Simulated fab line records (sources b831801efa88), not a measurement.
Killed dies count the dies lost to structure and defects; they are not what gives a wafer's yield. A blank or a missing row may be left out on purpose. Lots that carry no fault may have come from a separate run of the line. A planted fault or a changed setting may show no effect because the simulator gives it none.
A struck lot beside a sound one / flow sky130 / 20 out of 708 route steps
Sound: wafers L666.3, L666.4, L666.6. Struck: wafers L668.1, L668.2, L668.3. Last of all comes the cause.
For every step that has rows: the tool of each side, followed by ch and its chambers, followed by its first start. Under that, the readings that differ: sound wafers / struck wafers / difference of the means / sigmas: that difference in standard deviations of wafers without a fault.
alike: readings whose means differ by less than 2 such deviations, and words and numbers that are the same on both sides. not compared: withheld readings, readings that some wafer has no value for, bounds like >300 that may hide the same value, and numbers for which the record gives no deviation and whose values overlap.
A row with sigmas, a row that says differs or no value, or rows on one side alone: a step with any of these is where the two part. Non-overlapping numbers with no deviation appear without sigmas and do not part them. A reading missing from all wafers of one side parts the sides only when that side holds two or more wafers.

SKY_LDD_HVP_OVL_MEAS_07:
  struck on overlay-02, day 25 06:07; sound on overlay-01, day 24 10:49
  alike: LDD_HVP_OVL
then, 1 step without rows for these wafers: SKY_LDD_HVP_IMPLANT_08.
SKY_LDD_HVP_STRIP_09: strips in O2/N2.
  sound on plasmaAsher-03 ch 0,1, day 24 11:02; struck on plasmaAsher-01 ch 0,1, day 25 06:17
  alike: drypumpMotorCurrentA, oesProductAu, stripTimeToEndpointS
  not compared: rfHoursCounterH
SKY_LDD_HVP_TW_MEAS_10:
  struck on filmMetro-03, day 25 06:23; sound on filmMetro-02, day 24 11:07
  alike: LDD_HVP_TW
then, 7 steps without rows for these wafers: SKY_LDD_LDN_DEHYDRATE_00 (time 60 s); SKY_LDD_LDN_HMDS_01 (prime time 60 s); SKY_LDD_LDN_COAT_02 (resist thk 1140 nm); SKY_LDD_LDN_SOFTBAKE_03 (time 60 s); SKY_LDD_LDN_EXPOSE_04 (exposes mask LDNTM, target cd 700 nm); SKY_LDD_LDN_PEB_05; SKY_LDD_LDN_DEVELOP_06 (develop time 60 s).
SKY_LDD_LDN_OVL_MEAS_07:
  struck on overlay-01, day 26 11:23; sound on overlay-02, day 25 16:04
  alike: LDD_LDN_OVL
SKY_LDD_LDN_IMPLANT_08:
  sound on implanter-01 ch 0, day 25 16:08; struck on implanter-03 ch 0, day 26 11:44
  alike: doseIonsCm2, rotationDeg
then, 3 steps without rows for these wafers: SKY_LDD_LDN_IMPLANT_09; SKY_LDD_LDN_IMPLANT_10; SKY_LDD_LDN_IMPLANT_11.
SKY_LDD_LDN_STRIP_12: strips in O2/N2.
  sound on plasmaAsher-03 ch 0,1, day 25 16:44; struck on plasmaAsher-02 ch 0,1, day 26 12:20
  alike: drypumpMotorCurrentA, oesProductAu, stripTimeToEndpointS
  not compared: rfHoursCounterH
SKY_LDD_LDN_TW_MEAS_13:
  struck on filmMetro-02, day 26 12:26; sound on filmMetro-04, day 25 16:49
reading=LDD_LDN_TW; sound=1458 1455 1448; struck=1571 1570 1574; difference=+118; sigmas=+13
then, 1 step without rows for these wafers: SKY_LDD_LDN_CLEAN_14 (cleans in SC1/SC2, time 150 s).
-- the record jumps here: 22 days lie between the struck wafers' starts before and after (it left off in module LDD_LDN and takes up again in module PAD_OPEN, whose first step shown is number 708 of the route) --
SKY_PAD_OPEN_PROBE_99:
  struck on prober-02, day 48 07:25; sound on prober-01, day 47 19:07
reading=model.etest.tipSonos.rsOhmSq; sound=2675 2668 2633; struck=2374 2268 2291; difference=-348; sigmas=
  alike: killed_at_M0_to_M3, killed_at_M4_up, killedAtContacts, killedAtFrontEnd, killedAtOther, killedDies, killedOpen, killedShort

WHERE THEY PART
Within this record, at SKY_LDD_LDN_TW_MEAS_13 only. Later steps at which nothing parts them and some readings are alike: SKY_PAD_OPEN_PROBE_99.

WHY: what the simulator had put in
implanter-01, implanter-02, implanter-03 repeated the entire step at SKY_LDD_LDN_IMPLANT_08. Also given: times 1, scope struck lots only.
